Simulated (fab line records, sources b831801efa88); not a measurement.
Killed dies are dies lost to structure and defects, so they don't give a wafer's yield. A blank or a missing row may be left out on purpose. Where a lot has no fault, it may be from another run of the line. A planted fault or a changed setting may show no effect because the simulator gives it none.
fab line records	flow sky130
[record] lots = 11	wafers = 33	lastDay = 50
route steps=708 shown POLY_GATE@229 LDD_LDN@298 POLY_CUT@318 PAD_OPEN@708
lots that met no fault: from a run of the same line without faults
startH: start of the lot's first displayed wafer, in hours after the record's first day	waitH: hours since the lot's step before	" unchanged from the row above	L1.1+2: one row covering several wafers at once	- no value, or no start was given	* or withheld: withheld	< > ~ a bound
route shown NAME@n: a module of which the file shows steps, and the number in the route of the first	usual: the fault-free wafers' mean and standard deviation	same: alike in all rows	chamber/n: place in a boat	sites: per-site readings	_std_site: standard deviation across them	_edge_site: inner sites' mean taken away from outer sites' mean	radiusMm: for every site, how far away it sits from the centre of the wafer	mask NAME#n: copy n	behind: the tool/chamber that last shaped the wafer	hold: why the lot went on hold/how many hours it stayed there/how the hold came to an end	device: the transistor (n, p or np) that didn't switch	end of line: the same wafers' tests at the end of the route	where a step has no rows: the recipe by itself	killed: dies lost to structure and defects at the first sort, not the wafer's yield	map: a wafer's dies, x killed, . not, _ none there
set.NAME: the setting as run; set.NAME@STEP: as run at that earlier step	model.NAME: the simulator's own value behind a step, which no gauge read
one table for each step of the route and one row for each wafer, over a sample of lots
services: the hour from which a tool's chamber was out of use, counted from the record's first day as startH (under 0 if before that day), plus the number of hours and why
[[steps]]
[step SKY_POLY_GATE_ETCH_15]
[recipe] chemistry = N2/H2	target = BARC	ionEnergyEv = 200	sourceW = 500	biasW = 100	pressureMtorr = 30	n2FlowSccm = 100	h2FlowSccm = 200	stopOn = SiO2	timeS = 118.5	targetDepthA = 1100
[usual] drypumpMotorCurrentA = 5.8/0.55	oesProductAu = 0.716/0.0043	throttleValvePct = 13.213/0.0094
lot.wafer	tool	chamber	startH	waitH	drypumpMotorCurrentA	oesProductAu	rfHoursCounterH	throttleValvePct
L119.1	rieDiel-02	1	384.31	0.0	6.0	0.724	82	13.196
L119.2	"	3	"	"	6.2	0.713	5	13.221
L119.3	"	2	"	"	6.3	0.707	70	13.196
L120.2	rieDiel-01	3	389.61	0.0	5.4	0.716	89	13.203
L120.3	"	1	"	"	4.7	0.717	10	13.218
L120.4	"	2	"	"	5.3	0.718	8	13.229
L121.1	rieDiel-04	0	396.11	0.0	5.4	0.717	1	13.211
L121.4	"	2	"	"	6.3	0.715	61	13.229
L121.5	"	3	"	"	6.1	0.718	-	13.231
L122.1	rieDiel-01	3	398.27	0.0	5.4	0.719	89	13.215
L122.2	"	2	"	"	5.4	0.720	8	13.227
L122.4	"	3	"	"	5.3	0.716	-	13.212
L124.2	rieDiel-04	3	423.21	0.0	6.1	0.717	14	13.211
L124.3	"	1	"	"	6.4	0.709	74	13.211
L124.5	"	0	"	"	5.5	0.713	-	13.209
L133.1	rieDiel-04	0	501.98	0.0	5.5	0.713	3	13.210
L133.2	"	3	"	"	6.1	0.717	16	13.198
L133.6	"	0	"	"	5.5	0.715	-	13.225
L134.4	rieDiel-04	3	510.18	0.0	6.1	0.715	16	13.215
L134.5	"	3	"	"	6.1	0.717	-	13.210
L134.6	"	0	"	"	5.4	0.720	-	13.206
L136.2	rieDiel-01	0	535.22	0.0	6.5	0.714	4	13.219
L136.3	"	2	"	"	5.3	0.721	10	13.208
L136.5	"	1	"	"	4.7	0.715	-	13.223
L137.4	rieDiel-02	3	539.95	0.1	6.2	0.714	-	13.222
L137.5	"	0	"	"	5.9	0.726	-	13.224
L137.6	"	2	"	"	6.3	0.710	-	13.196
L138.2	rieDiel-01	1	545.07	0.0	4.7	0.713	13	13.225
L138.4	"	0	"	"	6.5	0.716	-	13.200
L138.6	"	2	"	"	5.3	0.716	-	13.208
L140.1	rieDiel-01	0	556.97	0.0	6.5	0.711	4	13.201
L140.3	"	1	"	"	4.7	0.719	14	13.222
L140.5	"	0	"	"	6.5	0.718	-	13.212
[step SKY_POLY_GATE_ETCH_17]
[recipe] targetDepthNm = 180	stopOn = SiO2	overEtchFrac = 0.56667	chemistry = HBr/Cl2	target = poly-Si	icpW = 400	biasW = 100	pressureMtorr = 10	HBr_flow_sccm = 150	Cl2_flow_sccm = 50	timeS = 70.5
[usual] drypumpMotorCurrentA = 5.72/0.18	oesProductAu = 0.985/0.0091	throttleValvePct = 33.686/0.0089
lot.wafer	tool	chamber	startH	waitH	drypumpMotorCurrentA	oesProductAu	rfHoursCounterH	throttleValvePct
L119.1	rieSi-02	0	384.49	0.0	5.47	1.000	64	33.692
L119.2	"	2	"	"	5.53	0.996	45	33.678
L119.3	"	1	"	"	5.95	0.978	3	33.696
L120.2	rieSi-02	0	389.79	0.0	5.48	0.997	64	33.686
L120.3	"	2	"	"	5.55	0.997	45	33.694
L120.4	"	3	"	"	5.66	0.987	4	33.691
L121.1	rieSi-02	2	396.29	0.0	5.54	0.981	45	33.678
L121.4	"	1	"	"	5.95	0.988	3	33.685
L121.5	"	0	"	"	5.46	0.995	-	33.681
L122.1	rieSi-02	0	398.46	0.0	5.51	1.003	64	33.674
L122.2	"	3	"	"	5.65	0.986	4	33.682
L122.4	"	1	"	"	5.97	0.986	3	33.682
L124.2	rieSi-01	0	423.39	0.0	5.72	0.994	28	33.667
L124.3	"	2	"	"	5.71	0.989	1	33.683
L124.5	"	2	"	"	5.73	0.974	-	33.694
L133.1	rieSi-02	2	502.17	0.0	5.51	0.992	46	33.706
L133.2	"	0	"	"	5.49	0.987	0	33.706
L133.6	"	2	"	"	5.53	0.983	-	33.685
L134.4	rieSi-01	2	510.37	0.0	5.74	0.975	1	33.683
L134.5	"	3	"	"	6.00	0.988	-	33.697
L134.6	"	0	"	"	5.70	0.983	-	33.682
L136.2	rieSi-01	0	535.40	0.0	5.72	0.988	29	33.699
L136.3	"	2	"	"	5.73	0.970	1	33.677
L136.5	"	0	"	"	5.71	0.977	-	33.688
L137.4	rieSi-02	3	540.12	0.0	5.67	0.979	-	33.671
L137.5	"	0	"	"	5.47	0.987	-	33.688
L137.6	"	1	"	"	5.96	0.984	-	33.681
L138.2	rieSi-01	0	545.25	0.0	5.71	0.996	29	33.666
L138.4	"	1	"	"	5.69	0.981	0	33.670
L138.6	"	0	"	"	5.70	0.995	-	33.683
L140.1	rieSi-01	3	557.15	0.0	6.00	0.993	2	33.682
L140.3	"	1	"	"	5.68	0.989	0	33.692
L140.5	"	3	"	"	6.01	0.994	-	33.686
[step SKY_LDD_LDN_IMPLANT_09]
[recipe] species = As	energyKev = 15	doseCm2 = 1.25e+13	tiltDeg = withheld	rotationDeg = 113
[usual] doseIonsCm2 = 1.25e+13/1.5e+10	endStationPressureTorr = 5.08e-06/2.9e-07	faradayCurrentUA = 70.4/1.4	rotationDeg = 113.00/0.03
lot.wafer	tool	chamber	startH	waitH	doseIonsCm2	endStationPressureTorr	faradayCurrentUA	rotationDeg
L119.1	implanter-03	0	543.60	0.1	1.2492e+13	5.01e-06	69.6	112.96
L119.2	"	0	"	"	1.2488e+13	5.72e-06	70.4	113.02
L119.3	"	0	"	"	1.2504e+13	5.1e-06	68.5	112.95
L120.2	implanter-04	0	546.68	0.1	1.2499e+13	4.88e-06	69.7	113.02
L120.3	"	0	"	"	1.2488e+13	5.27e-06	71.2	113.08
L120.4	"	0	"	"	1.2485e+13	4.7e-06	70.7	113.02
L121.1	implanter-03	0	551.29	0.1	1.2487e+13	4.61e-06	69.9	112.99
L121.4	"	0	"	"	1.2479e+13	5.44e-06	70.2	112.98
L121.5	"	0	"	"	1.2512e+13	4.53e-06	67.0	112.98
L122.1	implanter-03	0	556.00	0.1	1.2484e+13	5.22e-06	72.4	113.02
L122.2	"	0	"	"	1.2466e+13	5.29e-06	71.2	113.02
L122.4	"	0	"	"	1.2492e+13	5.07e-06	70.1	113.00
L124.2	implanter-03	0	579.73	0.1	1.2506e+13	4.63e-06	68.4	113.00
L124.3	"	0	"	"	1.2507e+13	5.29e-06	69.8	113.02
L124.5	"	0	"	"	1.2497e+13	4.96e-06	71.8	112.96
L133.1	implanter-03	0	653.00	0.1	2.051e+12	4.63e-06	11.7	113.02
L133.2	"	0	"	"	2.052e+12	4.9e-06	11.8	113.01
L133.6	"	0	"	"	2.033e+12	5.13e-06	11.1	112.98
L134.4	implanter-03	0	662.46	0.1	2.028e+12	5.3e-06	11.2	112.96
L134.5	"	0	"	"	2.023e+12	5.09e-06	11.7	113.00
L134.6	"	0	"	"	2.034e+12	5.18e-06	11.7	112.98
L136.2	implanter-02	0	683.98	0.1	1.2492e+13	5.18e-06	69.1	112.99
L136.3	"	0	"	"	1.25e+13	5.06e-06	70.4	113.01
L136.5	"	0	"	"	1.2495e+13	5.5e-06	68.8	113.01
L137.4	implanter-04	0	690.53	0.1	1.2495e+13	4.76e-06	70.0	113.04
L137.5	"	0	"	"	1.2476e+13	5.14e-06	69.3	113.00
L137.6	"	0	"	"	1.2483e+13	4.95e-06	72.6	113.02
L138.2	implanter-04	0	693.16	0.1	1.2488e+13	5.37e-06	71.5	113.01
L138.4	"	0	"	"	1.2496e+13	5.26e-06	71.3	112.97
L138.6	"	0	"	"	1.25e+13	5.03e-06	72.4	112.98
L140.1	implanter-02	0	703.05	0.1	1.2481e+13	4.65e-06	70.9	112.99
L140.3	"	0	"	"	1.2498e+13	5.35e-06	72.2	112.97
L140.5	"	0	"	"	1.2509e+13	5.32e-06	70.4	112.99
[step SKY_LDD_LDN_TW_MEAS_13]
[usual] LDD_LDN_TW = 1486/19
lot.wafer	tool	chamber	startH	waitH	LDD_LDN_TW
L119.1	filmMetro-03	-	544.15	0.1	1508
L119.2	"	-	"	"	1504
L119.3	"	-	"	"	1500
L120.2	filmMetro-02	-	547.21	0.1	1465
L120.3	"	-	"	"	1469
L120.4	"	-	"	"	1467
L121.1	filmMetro-01	-	551.84	0.1	1502
L121.4	"	-	"	"	1492
L121.5	"	-	"	"	1499
L122.1	filmMetro-02	-	556.55	0.1	1460
L122.2	"	-	"	"	1468
L122.4	"	-	"	"	1463
L124.2	filmMetro-02	-	580.26	0.1	1464
L124.3	"	-	"	"	1465
L124.5	"	-	"	"	1457
L133.1	filmMetro-02	-	653.55	0.1	1374
L133.2	"	-	"	"	1363
L133.6	"	-	"	"	1369
L134.4	filmMetro-02	-	662.97	0.1	1367
L134.5	"	-	"	"	1363
L134.6	"	-	"	"	1367
L136.2	filmMetro-01	-	684.51	0.1	1497
L136.3	"	-	"	"	1508
L136.5	"	-	"	"	1500
L137.4	filmMetro-01	-	691.03	0.1	1512
L137.5	"	-	"	"	1504
L137.6	"	-	"	"	1504
L138.2	filmMetro-03	-	693.70	0.1	1506
L138.4	"	-	"	"	1504
L138.6	"	-	"	"	1498
L140.1	filmMetro-02	-	703.60	0.1	1449
L140.3	"	-	"	"	1453
L140.5	"	-	"	"	1450
[step SKY_POLY_CUT_ETCH_11]
[recipe] target = Si3N4	chemistry = CF4/CH2F2/Ar	stopOn = poly-Si	sourceW = 600	biasW = 150	pressureMtorr = 40	cf4FlowSccm = 40	ch2f2FlowSccm = 20	Ar_flow_sccm = 150	timeS = 42.5	targetDepthA = 600
[usual] drypumpMotorCurrentA = 5.98/0.29	oesProductAu = 0.831/0.0058	throttleValvePct = 14.995/0.0093
lot.wafer	tool	chamber	startH	waitH	drypumpMotorCurrentA	oesProductAu	rfHoursCounterH	throttleValvePct
L119.1	rieDiel-03	1	574.90	0.0	5.69	0.832	0	14.985
L119.2	"	0	"	"	6.13	0.832	2	14.991
L119.3	"	2	"	"	5.69	0.832	14	15.009
L120.2	rieDiel-03	2	580.58	0.0	5.71	0.835	14	14.988
L120.3	"	1	"	"	5.69	0.833	0	14.997
L120.4	"	2	"	"	5.69	0.832	-	15.006
L121.1	rieDiel-04	1	582.95	0.0	6.40	0.840	76	15.011
L121.4	"	0	"	"	5.49	0.849	4	14.991
L121.5	"	2	"	"	6.25	0.824	-	14.998
L122.1	rieDiel-04	0	587.30	0.0	5.44	0.830	4	14.994
L122.2	"	2	"	"	6.30	0.838	64	14.991
L122.4	"	0	"	"	5.42	0.838	-	14.988
L124.2	rieDiel-02	0	610.33	0.0	5.85	0.831	0	15.016
L124.3	"	3	"	"	6.18	0.834	10	15.006
L124.5	"	3	"	"	6.20	0.833	-	14.987
L133.1	rieDiel-03	3	683.15	0.0	5.40	0.830	1	14.998
L133.2	"	2	"	"	5.70	0.828	16	14.994
L133.6	"	2	"	"	5.71	0.830	-	14.989
L134.4	rieDiel-04	2	692.83	0.0	6.29	0.833	1	14.984
L134.5	"	0	"	"	5.43	0.840	-	15.005
L134.6	"	1	"	"	6.35	0.827	-	15.002
L136.2	rieDiel-02	1	713.61	0.0	6.03	0.833	4	14.995
L136.3	"	2	"	"	6.28	0.838	2	14.985
L136.5	"	2	"	"	6.28	0.834	-	14.997
L137.4	rieDiel-02	3	722.01	0.0	6.17	0.828	12	15.006
L137.5	"	2	"	"	6.29	0.823	-	15.004
L137.6	"	1	"	"	6.02	0.827	-	15.012
L138.2	rieDiel-02	0	723.81	0.0	5.88	0.814	3	14.994
L138.4	"	3	"	"	6.21	0.834	12	14.989
L138.6	"	2	"	"	6.26	0.829	-	14.996
L140.1	rieDiel-02	3	734.40	0.0	6.16	0.830	13	15.011
L140.3	"	2	"	"	6.27	0.827	3	15.009
L140.5	"	1	"	"	5.97	0.835	-	14.980
[step SKY_PAD_OPEN_PROBE_99]
[usual] killed_at_M0_to_M3 = 43/7.1	killed_at_M4_up = 3/1.7	killedAtContacts = 25/5.6	killedAtFrontEnd = 16/4.1	killedAtOther = 0.2/0.49	killedDies = 87/9.8	killedOpen = 47/7.6	killedShort = 40/6.1
[same] grossDies = 492	killedAtBackSide = 0
lot.wafer	tool	chamber	startH	waitH	killed_at_M0_to_M3	killed_at_M4_up	killedAtContacts	killedAtFrontEnd	killedAtOther	killedDies	killedOpen	killedShort
L134.4	prober-02	-	1167.69	0.2	35	1	22	13	0	71	35	36
L134.5	prober-02	-	1167.74	0.2	27	5	21	19	0	72	37	35
L134.6	prober-02	-	1167.79	0.2	46	2	24	15	0	87	50	37
L136.2	prober-02	-	1178.86	0.1	46	7	22	11	0	86	55	31
L136.3	prober-02	-	1178.91	0.2	46	5	23	16	0	90	45	45
L136.5	prober-02	-	1179.01	0.2	43	2	24	15	0	84	41	43
L137.4	prober-01	-	1185.39	0.2	38	3	26	14	0	81	38	43
L137.5	prober-01	-	1185.44	0.2	56	1	29	11	0	97	48	49
L137.6	prober-01	-	1185.49	0.2	41	3	25	17	0	86	46	40
L138.2	prober-02	-	1185.82	0.1	59	6	32	10	1	108	56	52
L138.4	prober-02	-	1185.92	0.2	34	2	36	9	0	81	39	42
L138.6	prober-02	-	1186.02	0.2	30	3	20	15	1	69	40	29
L140.1	prober-02	-	1191.99	0.1	41	3	25	16	0	85	55	30
L140.3	prober-02	-	1192.09	0.2	41	1	20	18	0	80	44	36
L140.5	prober-02	-	1192.19	0.2	40	1	29	15	0	85	49	36
// killed by level:class
L134.4 LI_CONTACT:geometricParticle:open=7 VIA2:geometricParticle:open=6 VIA1:geometricParticle:open=6 FIELD_ISO:geometricParticle:open=5 LOCAL_INTERCONNECT:geometricParticle:short=5 CONTACT:geometricParticle:short=5 VIA3:geometricParticle:open=5 FIELD_ISO:geometricParticle:short=4
L134.5 CONTACT:geometricParticle:open=8 VIA3:geometricParticle:open=5 FIELD_ISO:geometricParticle:short=4 FIELD_ISO:geometricParticle:open=4 POLY_GATE:geometricParticle:open=4 LI_CONTACT:geometricParticle:open=4 LOCAL_INTERCONNECT:geometricParticle:short=4 METAL1:geometricParticle:short=4
L134.6 LI_CONTACT:geometricParticle:open=9 CONTACT:geometricParticle:open=9 VIA1:geometricParticle:open=8 VIA2:geometricParticle:open=7 VIA3:geometricParticle:open=7 METAL1:geometricParticle:short=6 FIELD_ISO:geometricParticle:short=5 METAL2:geometricParticle:short=5
L136.2 VIA1:geometricParticle:open=10 CONTACT:geometricParticle:open=10 VIA2:geometricParticle:open=9 LI_CONTACT:geometricParticle:open=7 METAL1:geometricParticle:short=6 VIA3:geometricParticle:open=6 METAL4:geometricParticle:short=5 METAL3:geometricParticle:short=4
L136.3 VIA1:geometricParticle:open=13 METAL2:geometricParticle:short=7 LI_CONTACT:geometricParticle:open=6 LOCAL_INTERCONNECT:geometricParticle:short=6 POLY_GATE:geometricParticle:short=5 METAL1:geometricParticle:short=5 VIA3:geometricParticle:open=5 CONTACT:geometricParticle:open=4
L136.5 VIA1:geometricParticle:open=13 CONTACT:geometricParticle:open=9 CONTACT:geometricParticle:short=7 VIA1:geometricParticle:short=7 VIA2:geometricParticle:short=6 FIELD_ISO:geometricParticle:open=5 LI_CONTACT:geometricParticle:open=5 METAL2:geometricParticle:short=5
L137.4 CONTACT:geometricParticle:short=9 LI_CONTACT:geometricParticle:open=7 CONTACT:geometricParticle:open=7 VIA1:geometricParticle:open=6 VIA3:geometricParticle:short=5 SPACER:geometricParticle:short=4 METAL2:geometricParticle:short=4 METAL1:geometricParticle:short=4
L137.5 VIA1:geometricParticle:open=16 CONTACT:geometricParticle:open=11 METAL1:geometricParticle:short=8 VIA3:geometricParticle:open=7 LI_CONTACT:geometricParticle:open=6 LOCAL_INTERCONNECT:geometricParticle:short=6 VIA1:geometricParticle:short=6 METAL3:geometricParticle:short=5
L137.6 CONTACT:geometricParticle:open=11 VIA1:geometricParticle:open=10 METAL1:geometricParticle:short=9 LI_CONTACT:geometricParticle:open=8 CONTACT:geometricParticle:short=5 VIA2:geometricParticle:short=4 VIA2:geometricParticle:open=4 FIELD_ISO:geometricParticle:short=3
L138.2 VIA3:geometricParticle:open=12 CONTACT:geometricParticle:open=12 LI_CONTACT:geometricParticle:open=8 VIA1:geometricParticle:open=8 VIA1:geometricParticle:short=7 METAL2:geometricParticle:short=6 FIELD_ISO:geometricParticle:short=5 METAL1:geometricParticle:short=5
L138.4 CONTACT:geometricParticle:open=11 LI_CONTACT:geometricParticle:open=9 CONTACT:geometricParticle:short=8 VIA3:geometricParticle:open=7 VIA1:geometricParticle:open=7 LOCAL_INTERCONNECT:geometricParticle:short=6 POLY_GATE:geometricParticle:short=5 METAL1:geometricParticle:short=5
L138.6 VIA1:geometricParticle:open=9 FIELD_ISO:geometricParticle:open=7 CONTACT:geometricParticle:open=6 VIA1:geometricParticle:short=5 VIA2:geometricParticle:open=5 POLY_GATE:geometricParticle:open=4 LOCAL_INTERCONNECT:geometricParticle:short=4 LI_CONTACT:geometricParticle:short=4
L140.1 CONTACT:geometricParticle:open=15 VIA1:geometricParticle:short=8 VIA1:geometricParticle:open=8 FIELD_ISO:geometricParticle:open=5 LI_CONTACT:geometricParticle:open=5 POLY_GATE:geometricParticle:open=4 VIA2:geometricParticle:short=4 METAL3:geometricParticle:open=4
L140.3 LI_CONTACT:geometricParticle:open=8 VIA1:geometricParticle:open=8 METAL2:geometricParticle:short=7 VIA3:geometricParticle:open=6 VIA2:geometricParticle:open=5 FIELD_ISO:geometricParticle:open=4 METAL1:geometricParticle:short=4 FIELD_ISO:geometricParticle:short=3
L140.5 VIA1:geometricParticle:open=12 CONTACT:geometricParticle:open=10 LI_CONTACT:geometricParticle:open=9 VIA2:geometricParticle:open=7 CONTACT:geometricParticle:short=5 VIA3:geometricParticle:short=4 POLY_GATE:geometricParticle:short=4 LOCAL_INTERCONNECT:geometricParticle:short=4
[[services]]
tool	chamber	startH	hours	kind
rieSi-01	1	360.97	1.3	repair
rieDiel-04	1	376.00	3.0	repair
rieDiel-01	0	397.07	5.0	repair
implanter-03	-	412.22	4.0	repair
rieDiel-02	-	422.26	2.8	pm
rieSi-02	3	423.49	5.8	repair
rieDiel-02	-	430.24	1.0	repair
rieSi-02	1	437.76	1.9	repair
rieDiel-04	0	444.45	10.4	repair
rieSi-01	3	453.51	15.9	repair
rieDiel-04	2	460.72	3.5	repair
rieDiel-02	1	488.03	4.1	repair
rieDiel-01	3	520.56	3.5	repair
rieDiel-04	-	535.27	14.6	pm
rieDiel-01	1	562.78	7.1	repair
rieSi-01	3	564.93	7.2	repair
implanter-03	-	590.04	0.6	repair
rieSi-01	1	603.87	6.7	repair
rieDiel-04	-	628.83	0.2	repair
rieSi-01	3	655.79	4.5	repair
rieDiel-04	-	662.07	1.6	repair
rieDiel-04	1	662.19	11.1	repair
rieSi-01	0	666.98	5.7	repair
rieSi-02	-	697.34	0.1	repair
[[key]]
[firstSign] step = SKY_LDD_LDN_IMPLANT_09	reading = doseIonsCm2	direction = down	sigmas = 99+	usual = *	struck = *
[effect] step = SKY_LDD_LDN_IMPLANT_09	reading = faradayCurrentUA	direction = down	sigmas = 44	usual = 70.4	struck = 11.5
[effect] step = SKY_LDD_LDN_TW_MEAS_13	reading = LDD_LDN_TW	direction = down	sigmas = 6.2	usual = 1486	struck = 1367
metAt SKY_LDD_LDN_IMPLANT_09
struckLots L133,L134
testerLeftOut L133,L134
notActingAt SKY_POLY_GATE_ETCH_15,SKY_POLY_GATE_ETCH_17,SKY_POLY_CUT_ETCH_11
onsetBetween 579.73 653.00
[fault] kind = processParameterDrift	tool = implanter-03	chamber = -	onsetH = 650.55	steps = SKY_LDD_LDN_IMPLANT_09	channel = doseCm2	offset = *	shape = step	endH = 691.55	actsIn = *	stated = *
// testerLeftOut: of these lots the tester's yield and bins aren't shown, on N5 and GAA mostly nor the transistor test; their killed dies are dies lost to structure and defects alone, not to doping, threshold or leakage, so they don't give the yield
